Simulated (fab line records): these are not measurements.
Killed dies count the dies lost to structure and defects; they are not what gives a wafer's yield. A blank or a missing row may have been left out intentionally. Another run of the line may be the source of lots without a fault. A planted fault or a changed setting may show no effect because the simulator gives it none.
The tool behind it: which one? || flow sky130 || 8 lots, 24 wafers sampled, at 7 steps of a route of 708

== WHAT THE GAUGES READ, wafer by wafer ==
SKY_LDD_HVP_OVL_MEAS_07. Usual: LDD_HVP_OVL typically reads -0.2 nm, with standard deviation 1.3.
{"lot": "L486", "measured": "day 21 14:05", "on": "overlay-02", "LDD_HVP_OVL (nm)": "0.6 1.2 -0.8", "flag": ""}
{"lot": "L487", "measured": "day 21 15:41", "on": "overlay-02", "LDD_HVP_OVL (nm)": "-1.2 0.4 1.4", "flag": ""}
{"lot": "L488", "measured": "day 22 10:43", "on": "overlay-01", "LDD_HVP_OVL (nm)": "-2.6 -1.1 -2.6", "flag": ""}
{"lot": "L489", "measured": "day 22 11:01", "on": "overlay-02", "LDD_HVP_OVL (nm)": "-3.3 0.2 -0.1", "flag": ""}
{"lot": "L492", "measured": "day 23 21:23", "on": "overlay-01", "LDD_HVP_OVL (nm)": "1.7 0.0 3.2", "flag": ""}
{"lot": "L493", "measured": "day 23 22:22", "on": "overlay-02", "LDD_HVP_OVL (nm)": "0.0 0.3 -0.4", "flag": ""}
{"lot": "L495", "measured": "day 25 00:49", "on": "overlay-02", "LDD_HVP_OVL (nm)": "-2.8 -1.3 0.6", "flag": ""}
{"lot": "L494", "measured": "day 25 01:22", "on": "overlay-01", "LDD_HVP_OVL (nm)": "-0.8 1.1 -1.3", "flag": ""}

SKY_LDD_LDN_TW_MEAS_13. Usual: LDD_LDN_TW typically reads 1501, with standard deviation 8.6.
{"lot": "L486", "measured": "day 22 21:46", "on": "filmMetro-01", "LDD_LDN_TW": "1505 1510 1504", "flag": ""}
{"lot": "L487", "measured": "day 22 22:58", "on": "filmMetro-04", "LDD_LDN_TW": "1507 1523 1510", "flag": ""}
{"lot": "L488", "measured": "day 23 17:40", "on": "filmMetro-04", "LDD_LDN_TW": "1518 1508 1513", "flag": ""}
{"lot": "L489", "measured": "day 23 17:55", "on": "filmMetro-01", "LDD_LDN_TW": "1498 1493 1494", "flag": ""}
{"lot": "L492", "measured": "day 25 03:11", "on": "filmMetro-02", "LDD_LDN_TW": "1492 1488 1495", "flag": ""}
{"lot": "L493", "measured": "day 25 03:49", "on": "filmMetro-01", "LDD_LDN_TW": "1483 1489 1490", "flag": ""}
{"lot": "L495", "measured": "day 26 07:10", "on": "filmMetro-01", "LDD_LDN_TW": "1492 1499 1497", "flag": ""}
{"lot": "L494", "measured": "day 26 07:19", "on": "filmMetro-01", "LDD_LDN_TW": "1499 1499 1495", "flag": ""}

SKY_SD_P_TW_MEAS_11. Usual: SD_P_TW typically reads 2861, with standard deviation 27.
{"lot": "L486", "measured": "day 25 11:05", "on": "filmMetro-04", "SD_P_TW": "2884 2886 2879", "flag": ""}
{"lot": "L487", "measured": "day 25 13:40", "on": "filmMetro-03", "SD_P_TW": "2804 2816 2815", "flag": ""}
{"lot": "L488", "measured": "day 26 06:05", "on": "filmMetro-03", "SD_P_TW": "2829 2833 2823", "flag": ""}
{"lot": "L489", "measured": "day 26 08:11", "on": "filmMetro-01", "SD_P_TW": "2866 2859 2844", "flag": ""}
{"lot": "L492", "measured": "day 27 12:08", "on": "filmMetro-04", "SD_P_TW": "2121 2117 2132", "flag": "OFF"}
{"lot": "L493", "measured": "day 27 14:55", "on": "filmMetro-04", "SD_P_TW": "2113 2113 2123", "flag": "OFF"}
{"lot": "L495", "measured": "day 29 06:35", "on": "filmMetro-01", "SD_P_TW": "2111 2111 2109", "flag": "OFF"}
{"lot": "L494", "measured": "day 29 07:14", "on": "filmMetro-01", "SD_P_TW": "2114 2113 2117", "flag": "OFF"}

SKY_SD_N_RS_MEAS_16: the measuring method here is four-point-probe. Usual: SD_N_RS typically reads 68.55 ohm/sq, with standard deviation 0.097.
{"lot": "L486", "measured": "day 27 20:28", "on": "filmMetro-04", "SD_N_RS (ohm/sq)": "68.63 68.51 68.64", "flag": ""}
{"lot": "L487", "measured": "day 27 23:05", "on": "filmMetro-04", "SD_N_RS (ohm/sq)": "68.66 68.53 68.63", "flag": ""}
{"lot": "L488", "measured": "day 28 14:29", "on": "filmMetro-03", "SD_N_RS (ohm/sq)": "68.54 68.58 68.46", "flag": ""}
{"lot": "L489", "measured": "day 28 15:35", "on": "filmMetro-01", "SD_N_RS (ohm/sq)": "68.63 68.60 68.66", "flag": ""}
{"lot": "L492", "measured": "day 29 21:29", "on": "filmMetro-03", "SD_N_RS (ohm/sq)": "68.60 68.81 68.54", "flag": ""}
{"lot": "L493", "measured": "day 29 23:04", "on": "filmMetro-01", "SD_N_RS (ohm/sq)": "68.57 68.41 68.60", "flag": ""}
{"lot": "L495", "measured": "day 31 14:20", "on": "filmMetro-01", "SD_N_RS (ohm/sq)": "68.63 68.57 68.57", "flag": ""}
{"lot": "L494", "measured": "day 31 15:30", "on": "filmMetro-04", "SD_N_RS (ohm/sq)": "68.64 68.55 68.48", "flag": ""}

SKY_SD_N_RS_MEAS_17: the measuring method here is four-point-probe. Usual: SD_P_RS typically reads 147.0 ohm/sq, with standard deviation 0.35.
{"lot": "L486", "measured": "day 27 20:35", "on": "filmMetro-04", "SD_P_RS (ohm/sq)": "147.5 147.4 147.4", "flag": ""}
{"lot": "L487", "measured": "day 27 23:12", "on": "filmMetro-04", "SD_P_RS (ohm/sq)": "147.0 147.0 146.7", "flag": ""}
{"lot": "L488", "measured": "day 28 14:37", "on": "filmMetro-03", "SD_P_RS (ohm/sq)": "147.1 147.1 146.9", "flag": ""}
{"lot": "L489", "measured": "day 28 15:42", "on": "filmMetro-01", "SD_P_RS (ohm/sq)": "146.7 147.4 147.7", "flag": ""}
{"lot": "L492", "measured": "day 29 21:36", "on": "filmMetro-03", "SD_P_RS (ohm/sq)": "52.2 52.2 52.1", "flag": "OFF"}
{"lot": "L493", "measured": "day 29 23:11", "on": "filmMetro-01", "SD_P_RS (ohm/sq)": "52.2 52.2 52.1", "flag": "OFF"}
{"lot": "L495", "measured": "day 31 14:27", "on": "filmMetro-01", "SD_P_RS (ohm/sq)": "52.1 51.9 52.1", "flag": "OFF"}
{"lot": "L494", "measured": "day 31 15:37", "on": "filmMetro-04", "SD_P_RS (ohm/sq)": "52.0 52.2 52.0", "flag": "OFF"}

== WHICH TOOL RAN EACH LOT (tool, then ch and the chambers of the sampled wafers, then the start) ==
{"lot": "L486", "SKY_SD_P_IMPLANT_09": "implanter-04 ch 0, day 25 10:50", "SKY_SD_P_STRIP_10": "plasmaAsher-03 ch 0,1, day 25 10:59"}
{"lot": "L487", "SKY_SD_P_IMPLANT_09": "implanter-01 ch 0, day 25 13:26", "SKY_SD_P_STRIP_10": "plasmaAsher-03 ch 0, day 25 13:33"}
{"lot": "L488", "SKY_SD_P_IMPLANT_09": "implanter-03 ch 0, day 26 05:52", "SKY_SD_P_STRIP_10": "plasmaAsher-03 ch 0,1, day 26 05:59"}
{"lot": "L489", "SKY_SD_P_IMPLANT_09": "implanter-01 ch 0, day 26 07:56", "SKY_SD_P_STRIP_10": "plasmaAsher-04 ch 0,1, day 26 08:05"}
{"lot": "L492", "SKY_SD_P_IMPLANT_09": "implanter-04 ch 0, day 27 11:54", "SKY_SD_P_STRIP_10": "plasmaAsher-04 ch 0,1, day 27 12:01"}
{"lot": "L493", "SKY_SD_P_IMPLANT_09": "implanter-04 ch 0, day 27 14:40", "SKY_SD_P_STRIP_10": "plasmaAsher-04 ch 0,1, day 27 14:49"}
{"lot": "L495", "SKY_SD_P_IMPLANT_09": "implanter-04 ch 0, day 29 06:22", "SKY_SD_P_STRIP_10": "plasmaAsher-04 ch 0, day 29 06:29"}
{"lot": "L494", "SKY_SD_P_IMPLANT_09": "implanter-03 ch 0, day 29 06:59", "SKY_SD_P_STRIP_10": "plasmaAsher-01 ch 0,1, day 29 07:08"}
- SKY_SD_P_IMPLANT_09
- SKY_SD_P_STRIP_10: strips in O2/N2.

== AS READ BY THE TOOLS THEMSELVES (means over the sampled wafers that have a number; for cases with no such wafer, the mark the record gives instead) ==
SKY_SD_P_STRIP_10. Usual: chamberPressureMTorr 1499.9 mTorr, standard deviation 1.3; drypumpMotorCurrentA 5.7 A, standard deviation 0.57; oesProductAu 0.617 a.u., standard deviation 0.0041; stripTimeToEndpointS 17.49 s, standard deviation 0.046.
{"lot": "L486", "tool": "plasmaAsher-03", "chamberPressureMTorr (mTorr)": 1499.5, "drypumpMotorCurrentA (A)": 5.5, "oesProductAu (a.u.)": 0.613, "stripTimeToEndpointS (s)": 17.51, "flag": ""}
{"lot": "L487", "tool": "plasmaAsher-03", "chamberPressureMTorr (mTorr)": 1501.4, "drypumpMotorCurrentA (A)": 5.8, "oesProductAu (a.u.)": 0.615, "stripTimeToEndpointS (s)": 17.51, "flag": ""}
{"lot": "L488", "tool": "plasmaAsher-03", "chamberPressureMTorr (mTorr)": 1499.5, "drypumpMotorCurrentA (A)": 5.6, "oesProductAu (a.u.)": 0.616, "stripTimeToEndpointS (s)": 17.47, "flag": ""}
{"lot": "L489", "tool": "plasmaAsher-04", "chamberPressureMTorr (mTorr)": 1500.0, "drypumpMotorCurrentA (A)": 5.3, "oesProductAu (a.u.)": 0.615, "stripTimeToEndpointS (s)": 17.47, "flag": ""}
{"lot": "L492", "tool": "plasmaAsher-04", "chamberPressureMTorr (mTorr)": 1500.7, "drypumpMotorCurrentA (A)": 5.3, "oesProductAu (a.u.)": 0.601, "stripTimeToEndpointS (s)": 18.15, "flag": "OFF"}
{"lot": "L493", "tool": "plasmaAsher-04", "chamberPressureMTorr (mTorr)": 1500.2, "drypumpMotorCurrentA (A)": 5.3, "oesProductAu (a.u.)": 0.601, "stripTimeToEndpointS (s)": 18.17, "flag": "OFF"}
{"lot": "L495", "tool": "plasmaAsher-04", "chamberPressureMTorr (mTorr)": 1499.5, "drypumpMotorCurrentA (A)": 6.5, "oesProductAu (a.u.)": 0.605, "stripTimeToEndpointS (s)": 18.11, "flag": "OFF"}
{"lot": "L494", "tool": "plasmaAsher-01", "chamberPressureMTorr (mTorr)": 1499.4, "drypumpMotorCurrentA (A)": 5.7, "oesProductAu (a.u.)": 0.604, "stripTimeToEndpointS (s)": 18.18, "flag": "OFF"}

== THE ANSWER, worked out from the rows above alone ==
Rule: take the mean of a lot's wafers that have a number; if it is more than 3 standard deviations from the usual mean, the lot is off. Also off: a lot with no number at a reading for which 4 or more lots have one. Where the step has rows for the other lots, those lots are counted as sound. First the gauges in route order, then the tools' own readings, where a lot's mean is used as printed above. The first step at which some lot is off is used, and at that step the reading that is off furthest; a lot without a number counts as furthest.
Off: at SKY_SD_P_TW_MEAS_11 (SD_P_TW), L492, L493, L495, L494.
A tool fits if, at a process step before that reading, it ran every lot that is off, and no sound lot after the first of them. Not tried: the gauges at SKY_SD_P_TW_MEAS_11; whatever is off there is also off at SKY_SD_P_STRIP_10, on other tools, and gauge error can't account for it. Not one of the candidates tried fits.

== WHAT HAD BEEN PUT IN BY THE SIMULATOR ==
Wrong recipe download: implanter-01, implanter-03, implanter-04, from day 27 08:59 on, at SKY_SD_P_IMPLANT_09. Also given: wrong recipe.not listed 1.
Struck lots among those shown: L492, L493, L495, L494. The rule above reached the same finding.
